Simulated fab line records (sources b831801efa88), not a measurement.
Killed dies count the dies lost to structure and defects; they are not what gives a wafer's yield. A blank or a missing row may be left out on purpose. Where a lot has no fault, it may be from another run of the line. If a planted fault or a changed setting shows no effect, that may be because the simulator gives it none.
Which tool is to blame? -- flow gf180mcu -- Sampling: 14 lots, 39 wafers, 5 of 602 route steps

WHAT THE GAUGES SHOWED, per wafer
GF_STI_THK_MEAS_02. Usual: STI_OXIDATION_THK 10.01 nm, standard deviation 0.16.
lot,measured,on,STI_OXIDATION_THK (nm),flag
L233,day 1 11:32,film_metro-01,9.95 10.09 10.26,
L234,day 1 16:32,film_metro-02,10.07 10.05 10.03,
L235,day 1 21:31,film_metro-03,10.21 10.17 10.16,
L236,day 2 02:32,film_metro-03,10.10 10.09 9.90,
L237,day 2 07:31,film_metro-01,9.98 9.93 10.09,
L238,day 2 13:00,film_metro-02,9.91 10.05 9.96,
L239,day 2 18:13,film_metro-03,9.98 10.02 9.98,
L240,day 2 22:31,film_metro-03,9.73 9.95 10.03,
L244,day 3 19:12,film_metro-03,10.12 10.25,
L247,day 4 09:33,film_metro-01,10.21,
L251,day 5 06:30,film_metro-02,10.07 10.08 10.38,
L252,day 5 10:31,film_metro-03,9.92 9.86 9.82,
L253,day 5 15:38,film_metro-03,9.98 9.86 9.98,
L254,day 5 20:31,film_metro-03,9.92 9.87 9.81,

GF_STI_THK_MEAS_22. Usual: STI_OXIDATION_01_THK 15.04 nm, standard deviation 0.26.
lot,measured,on,STI_OXIDATION_01_THK (nm),flag
L233,day 2 03:00,film_metro-02,15.18 15.33 15.21,
L234,day 2 09:07,film_metro-02,14.86 15.03 15.15,
L235,day 2 13:37,film_metro-01,15.18 15.39 14.97,
L236,day 2 18:44,film_metro-02,14.68 14.99 14.55,
L237,day 2 23:35,film_metro-01,14.69 14.93 14.69,
L238,day 3 05:17,film_metro-02,14.86 14.61 14.94,
L239,day 3 10:42,film_metro-01,14.70 15.37 15.24,
L240,day 3 17:47,film_metro-01,15.35 15.24 15.22,
L244,day 4 11:55,film_metro-01,14.86 14.90,
L247,day 5 03:31,film_metro-03,15.03,
L251,day 6 02:53,film_metro-03,15.23 15.11 14.97,
L252,day 6 05:56,film_metro-03,15.34 15.40 15.25,
L253,day 6 10:41,film_metro-03,15.03 14.91 14.85,
L254,day 6 15:17,film_metro-03,14.90 14.95 15.03,

GF_VT_IMPLANT_OVL_MEAS_29. Usual: VT_IMPLANT_02_OVL 0.8 nm, standard deviation 1.4.
lot,measured,on,VT_IMPLANT_02_OVL (nm),flag
L233,day 6 20:27,overlay-02,0.3 2.0 0.9,
L234,day 7 03:20,overlay-02,-2.5 0.1 -1.1,
L235,day 7 11:09,overlay-01,2.2 1.7 0.0,
L236,day 7 16:37,overlay-01,2.6 0.7 2.3,
L237,day 7 22:24,overlay-01,-0.2 -1.0 -0.1,
L238,day 8 04:39,overlay-01,2.3 -0.7 0.9,
L239,day 8 11:13,overlay-01,1.9 0.9 1.7,
L240,day 8 21:15,overlay-02,3.4 2.7 1.7,
L244,day 9 19:49,overlay-02,0.9 0.1,
L247,day 10 17:31,overlay-01,0.9,
L251,day 11 23:51,overlay-02,1.1 -0.9 0.1,
L252,day 12 03:27,overlay-01,-1.0 0.0 -0.5,
L253,day 12 05:28,overlay-01,1.7 3.0 2.2,
L254,day 12 11:48,overlay-02,2.4 2.8 2.1,

GF_VT_IMPLANT_RS_MEAS_47: measures by four-point-probe. Usual: NWELL_RS 488.4 ohm/sq, standard deviation 1.
lot,measured,on,NWELL_RS (ohm/sq),flag
L233,day 7 12:32,film_metro-01,489.8 489.4 489.4,
L234,day 7 19:55,film_metro-01,489.1 487.9 489.0,
L235,day 8 03:50,film_metro-04,488.6 488.0 486.4,
L236,day 8 09:16,film_metro-04,487.9 488.8 488.8,
L237,day 8 14:55,film_metro-01,488.3 488.6 488.7,
L238,day 8 21:10,film_metro-01,490.0 490.2 489.8,
L239,day 9 05:05,film_metro-02,486.9 487.2 488.3,
L240,day 9 14:52,film_metro-02,487.7 486.7 489.6,
L244,day 10 14:36,film_metro-01,483.7 484.1,OFF
L247,day 11 13:18,film_metro-04,484.1,OFF
L251,day 12 20:31,film_metro-01,489.3 489.5 488.9,
L252,day 13 00:20,film_metro-01,490.7 488.0 489.6,
L253,day 13 02:20,film_metro-04,489.5 488.8 488.2,
L254,day 13 08:31,film_metro-01,488.0 488.3 488.7,

EACH LOT AND THE TOOL THAT RAN IT (in order: tool; ch and the chambers of the sampled wafers; start)
lot,GF_NWELL_IMPLANT_09
L233,"implanter-03 ch 0, day 3 07:10"
L234,"implanter-03 ch 0, day 3 13:02"
L235,"implanter-01 ch 0, day 3 18:10"
L236,"implanter-01 ch 0, day 3 23:09"
L237,"implanter-03 ch 0, day 4 04:41"
L238,"implanter-01 ch 0, day 4 09:35"
L239,"implanter-03 ch 0, day 4 16:09"
L240,"implanter-03 ch 0, day 5 00:13"
L244,"implanter-01 ch 0, day 5 19:14"
L247,"implanter-01 ch 0, day 6 14:05"
L251,"implanter-04 ch 0, day 7 14:35"
L252,"implanter-03 ch 0, day 7 17:05"
L253,"implanter-03 ch 0, day 7 19:58"
L254,"implanter-03 ch 0, day 8 01:13"
- GF_NWELL_IMPLANT_09

WHAT THE TOOLS THEMSELVES READ (means of the sampled wafers that have a number; where no wafer has one, the mark that the record gives instead)
GF_NWELL_IMPLANT_09. Usual: beam_on_s 10.02 s, standard deviation 0.21; faraday_current_uA 22.5, standard deviation 0.47.
lot,tool,beam_on_s (s),faraday_current_uA,flag
L233,implanter-03,10.00,22.5,
L234,implanter-03,10.01,22.5,
L235,implanter-01,10.18,22.2,
L236,implanter-01,9.92,22.7,
L237,implanter-03,10.20,22.1,
L238,implanter-01,10.08,22.5,
L239,implanter-03,10.04,22.5,
L240,implanter-03,10.04,22.4,
L244,implanter-01,11.09,20.4,OFF
L247,implanter-01,11.09,20.4,OFF
L251,implanter-04,9.92,22.7,
L252,implanter-03,10.05,22.5,
L253,implanter-03,10.03,22.5,
L254,implanter-03,9.99,22.6,

THE ANSWER, worked out from the rows above alone
Rule: take the mean of a lot's wafers that have a number; if it is more than 3 standard deviations from the usual mean, the lot is off. Also off: a lot with no number at a reading for which 4 or more lots have one. Any other lot the step has rows for is counted as sound. Order of review: gauges by route order, followed by the tools' own readings, for which a lot's mean as printed above is used. The first step at which some lot is off is used, and at that step the reading that is off furthest; a lot without a number counts as furthest.
Off: L244, L247, seen at GF_VT_IMPLANT_RS_MEAS_47 (NWELL_RS).
A tool fits if, at a process step before that reading, it ran every lot that is off, and no sound lot after the first of them. The gauges at GF_VT_IMPLANT_RS_MEAS_47 aren't tried: what is off there is off at GF_NWELL_IMPLANT_09 too, on other tools, and a gauge's error can't cause that. One candidate fits, namely implanter-01 at GF_NWELL_IMPLANT_09. A fault onset in the window from L238 (day 4 09:35, its last sound lot) to L244 (day 5 19:14, its first lot off) fits.
The tool's own readings at GF_NWELL_IMPLANT_09 bear it out: on the lots that are off they differ by more than 5 times the standard deviation of the sound lots' means. beam_on_s reads 11.09 s there against 10.04 s on the sound lots; faraday_current_uA reads 20.4 there against 22.5 on the sound lots.

WHAT THE SIMULATOR HAD INSERTED
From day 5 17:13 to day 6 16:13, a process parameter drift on implanter-01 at GF_NWELL_IMPLANT_09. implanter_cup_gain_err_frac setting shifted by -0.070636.
Lots struck among those shown: L244, L247. This agrees with what the rule above found.
